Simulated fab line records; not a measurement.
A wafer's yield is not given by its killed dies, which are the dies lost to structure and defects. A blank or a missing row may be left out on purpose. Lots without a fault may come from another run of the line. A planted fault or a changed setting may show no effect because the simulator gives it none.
Which of the tools did it? | flow sky130 | 11 lots with 33 wafers sampled at 5 steps, on a route of 708 steps

WHAT THE GAUGES READ, wafer by wafer
The record lacks any reading of a measuring or inspecting step that a usual standard deviation could be used to judge.

WHICH TOOL RAN EACH LOT (tool, then ch and the chambers of the sampled wafers, then the start)
lot  | SKY_LDD_LDN_STRIP_12                 | SKY_SD_P_IMPLANT_09             | SKY_SD_P_STRIP_10                    | SKY_LI_CONTACT_ETCH_14             | SKY_LI_CONTACT_STRIP_16
L249 | plasma-asher-03 ch 0,1, day 23 04:44 | implanter-02 ch 0, day 25 17:40 | plasma-asher-01 ch 0,1, day 25 17:47 | rie-diel-04 ch 0,2, day 29 10:17   | plasma-asher-04 ch 0,1, day 29 10:25
L250 | plasma-asher-02 ch 0,1, day 23 21:38 | implanter-04 ch 0, day 26 10:13 | plasma-asher-04 ch 1, day 26 10:20   | rie-diel-03 ch 1,2,3, day 30 01:09 | plasma-asher-02 ch 0,1, day 30 01:17
L253 | plasma-asher-02 ch 0,1, day 25 09:34 | implanter-04 ch 0, day 27 22:00 | plasma-asher-04 ch 0,1, day 27 22:09 | rie-diel-03 ch 0,3, day 31 13:53   | plasma-asher-02 ch 0,1, day 31 14:01
L254 | plasma-asher-01 ch 0,1, day 25 19:41 | implanter-04 ch 0, day 28 08:05 | plasma-asher-04 ch 0,1, day 28 08:13 | rie-diel-04 ch 1,2,3, day 31 22:32 | plasma-asher-03 ch 1, day 31 22:40
L260 | plasma-asher-03 ch 0,1, day 27 16:20 | implanter-04 ch 0, day 30 03:18 | plasma-asher-04 ch 0,1, day 30 03:27 | rie-diel-02 ch 1,2, day 33 16:24   | plasma-asher-03 ch 0, day 33 16:32
L261 | plasma-asher-02 ch 0,1, day 27 18:25 | implanter-04 ch 0, day 30 05:12 | plasma-asher-01 ch 0,1, day 30 05:21 | rie-diel-04 ch 0,1,2, day 33 18:41 | plasma-asher-04 ch 0,1, day 33 18:49
L264 | plasma-asher-03 ch 1, day 28 19:47   | implanter-02 ch 0, day 31 05:55 | plasma-asher-04 ch 0, day 31 06:04   | rie-diel-02 ch 0,2,3, day 34 17:35 | plasma-asher-02 ch 0,1, day 34 17:43
L265 | plasma-asher-02 ch 0,1, day 29 07:31 | implanter-02 ch 0, day 31 17:38 | plasma-asher-01 ch 0,1, day 31 17:44 | rie-diel-04 ch 0,1,2, day 35 03:55 | plasma-asher-03 ch 0,1, day 35 04:03
L268 | plasma-asher-01 ch 0,1, day 30 18:37 | implanter-04 ch 0, day 33 05:08 | plasma-asher-02 ch 0,1, day 33 05:16 | rie-diel-03 ch 1,2,3, day 36 13:27 | plasma-asher-04 ch 0, day 36 13:35
L269 | plasma-asher-02 ch 0,1, day 30 19:13 | implanter-02 ch 0, day 33 05:33 | plasma-asher-01 ch 0,1, day 33 05:42 | rie-diel-04 ch 0,2, day 36 13:48   | plasma-asher-02 ch 0,1, day 36 13:56
L270 | plasma-asher-03 ch 0,1, day 30 22:19 | implanter-02 ch 0, day 33 06:34 | plasma-asher-04 ch 0,1, day 33 06:42 | rie-diel-03 ch 0,3, day 36 14:45   | plasma-asher-04 ch 0,1, day 36 14:55
- SKY_LDD_LDN_STRIP_12: strips in O2/N2.
- SKY_SD_P_IMPLANT_09
- SKY_SD_P_STRIP_10: strips in O2/N2.
- SKY_LI_CONTACT_ETCH_14: etches BARC in N2/H2, stops on SiO2, time 45.9 s, target depth 60 nm.
- SKY_LI_CONTACT_STRIP_16: strips in O2/N2.

AS READ BY THE TOOLS THEMSELVES (means over the sampled wafers that have a number; for cases with no such wafer, the mark the record gives instead)
SKY_LDD_LDN_STRIP_12. Usual: drypump-motor-current-A 5.8 A, standard deviation 0.48; oes-product-au 0.716 a.u., standard deviation 0.0048; strip-time-to-endpoint-s 14.19 s, standard deviation 0.038.
lot  | tool            | drypump-motor-current-A (A) | oes-product-au (a.u.) | strip-time-to-endpoint-s (s) | flag
L249 | plasma-asher-03 | 5.8                         | 0.716                 | 14.18                        |
L250 | plasma-asher-02 | 5.1                         | 0.713                 | 14.19                        |
L253 | plasma-asher-02 | 5.4                         | 0.712                 | 14.20                        |
L254 | plasma-asher-01 | 6.3                         | 0.713                 | 14.17                        |
L260 | plasma-asher-03 | 5.8                         | 0.713                 | 14.21                        |
L261 | plasma-asher-02 | 5.4                         | 0.716                 | 14.15                        |
L264 | plasma-asher-03 | 5.7                         | 0.718                 | 14.16                        |
L265 | plasma-asher-02 | 5.4                         | 0.716                 | 14.16                        |
L268 | plasma-asher-01 | 6.2                         | 0.722                 | 14.16                        |
L269 | plasma-asher-02 | 5.1                         | 0.725                 | 14.21                        |
L270 | plasma-asher-03 | 5.9                         | 0.717                 | 14.18                        |

SKY_SD_P_IMPLANT_09. Usual: beam-energy-keV 20.000, standard deviation 0.0063; dose-ions-cm2 2.999e+15, standard deviation 3.1e+12.
lot  | tool         | beam-energy-keV | dose-ions-cm2 | flag
L249 | implanter-02 | 20.005          | 2.999e+15     |
L250 | implanter-04 | 19.996          | 3.001e+15     |
L253 | implanter-04 | 19.993          | 2.998e+15     |
L254 | implanter-04 | 20.006          | 3.002e+15     |
L260 | implanter-04 | 20.004          | 3.224e+15     | OFF
L261 | implanter-04 | 20.000          | 3.222e+15     | OFF
L264 | implanter-02 | 20.002          | 3.001e+15     |
L265 | implanter-02 | 19.999          | 3.000e+15     |
L268 | implanter-04 | 20.002          | 3.003e+15     |
L269 | implanter-02 | 20.010          | 3.001e+15     |
L270 | implanter-02 | 19.997          | 2.996e+15     |

SKY_SD_P_STRIP_10. Usual: drypump-motor-current-A 5.8 A, standard deviation 0.45; oes-product-au 0.617 a.u., standard deviation 0.0044; strip-time-to-endpoint-s 17.50 s, standard deviation 0.031.
lot  | tool            | drypump-motor-current-A (A) | oes-product-au (a.u.) | strip-time-to-endpoint-s (s) | flag
L249 | plasma-asher-01 | 6.2                         | 0.612                 | 17.49                        |
L250 | plasma-asher-04 | 5.6                         | 0.618                 | 17.51                        |
L253 | plasma-asher-04 | 5.5                         | 0.617                 | 17.46                        |
L254 | plasma-asher-04 | 5.5                         | 0.613                 | 17.48                        |
L260 | plasma-asher-04 | 5.5                         | 0.615                 | 17.68                        | OFF
L261 | plasma-asher-01 | 6.3                         | 0.615                 | 17.67                        | OFF
L264 | plasma-asher-04 | 5.4                         | 0.611                 | 17.47                        |
L265 | plasma-asher-01 | 6.3                         | 0.615                 | 17.50                        |
L268 | plasma-asher-02 | 5.1                         | 0.619                 | 17.50                        |
L269 | plasma-asher-01 | 6.3                         | 0.619                 | 17.48                        |
L270 | plasma-asher-04 | 5.5                         | 0.621                 | 17.51                        |

SKY_LI_CONTACT_ETCH_14. Usual: drypump-motor-current-A 5.9 A, standard deviation 0.44; oes-product-au 0.855 a.u., standard deviation 0.0051; throttle-valve-pct 13.225 %, standard deviation 0.0093.
lot  | tool        | drypump-motor-current-A (A) | oes-product-au (a.u.) | throttle-valve-pct (%) | flag
L249 | rie-diel-04 | 5.9                         | 0.861                 | 13.218                 |
L250 | rie-diel-03 | 6.2                         | 0.851                 | 13.221                 |
L253 | rie-diel-03 | 6.0                         | 0.855                 | 13.217                 |
L254 | rie-diel-04 | 5.5                         | 0.857                 | 13.230                 |
L260 | rie-diel-02 | 6.2                         | 0.853                 | 13.225                 |
L261 | rie-diel-04 | 5.6                         | 0.855                 | 13.218                 |
L264 | rie-diel-02 | 5.9                         | 0.863                 | 13.220                 |
L265 | rie-diel-04 | 5.6                         | 0.856                 | 13.223                 |
L268 | rie-diel-03 | 6.1                         | 0.853                 | 13.229                 |
L269 | rie-diel-04 | 5.7                         | 0.854                 | 13.223                 |
L270 | rie-diel-03 | 6.1                         | 0.853                 | 13.228                 |

SKY_LI_CONTACT_STRIP_16. Usual: drypump-motor-current-A 5.5 A, standard deviation 0.35; oes-product-au 0.376 a.u., standard deviation 0.0045; strip-time-to-endpoint-s 3.51 s, standard deviation 0.038.
lot  | tool            | drypump-motor-current-A (A) | oes-product-au (a.u.) | strip-time-to-endpoint-s (s) | flag
L249 | plasma-asher-04 | 5.5                         | 0.377                 | 3.47                         |
L250 | plasma-asher-02 | 5.4                         | 0.380                 | 3.53                         |
L253 | plasma-asher-02 | 5.1                         | 0.374                 | 3.53                         |
L254 | plasma-asher-03 | 5.7                         | 0.373                 | 3.52                         |
L260 | plasma-asher-03 | 6.0                         | 0.376                 | 3.50                         |
L261 | plasma-asher-04 | 5.4                         | 0.375                 | 3.50                         |
L264 | plasma-asher-02 | 5.4                         | 0.375                 | 3.50                         |
L265 | plasma-asher-03 | 5.9                         | 0.376                 | 3.48                         |
L268 | plasma-asher-04 | 5.4                         | 0.377                 | 3.54                         |
L269 | plasma-asher-02 | 5.1                         | 0.375                 | 3.46                         |
L270 | plasma-asher-04 | 5.5                         | 0.377                 | 3.54                         |

THE ANSWER, worked out from the rows above alone
Rule: lot off if the mean of its wafers having a number is beyond 3 standard deviations from the usual mean. Also off: a lot with no number at a reading for which 4 or more lots have one. All remaining lots with rows at the step are treated as sound. The gauges are gone through in route order, then the tools' own readings, and for those a lot's mean is taken as printed above. The first step at which some lot is off is used, and at that step the reading that is off furthest; a lot without a number counts as furthest.
Off: L260, L261 (SKY_SD_P_IMPLANT_09, dose-ions-cm2).
If a tool, at that step or one of the process steps before it, ran each lot that is off and ran no sound lot following the first of them, it fits. No candidate that was tried fits.

WHAT THE SIMULATOR PUT IN
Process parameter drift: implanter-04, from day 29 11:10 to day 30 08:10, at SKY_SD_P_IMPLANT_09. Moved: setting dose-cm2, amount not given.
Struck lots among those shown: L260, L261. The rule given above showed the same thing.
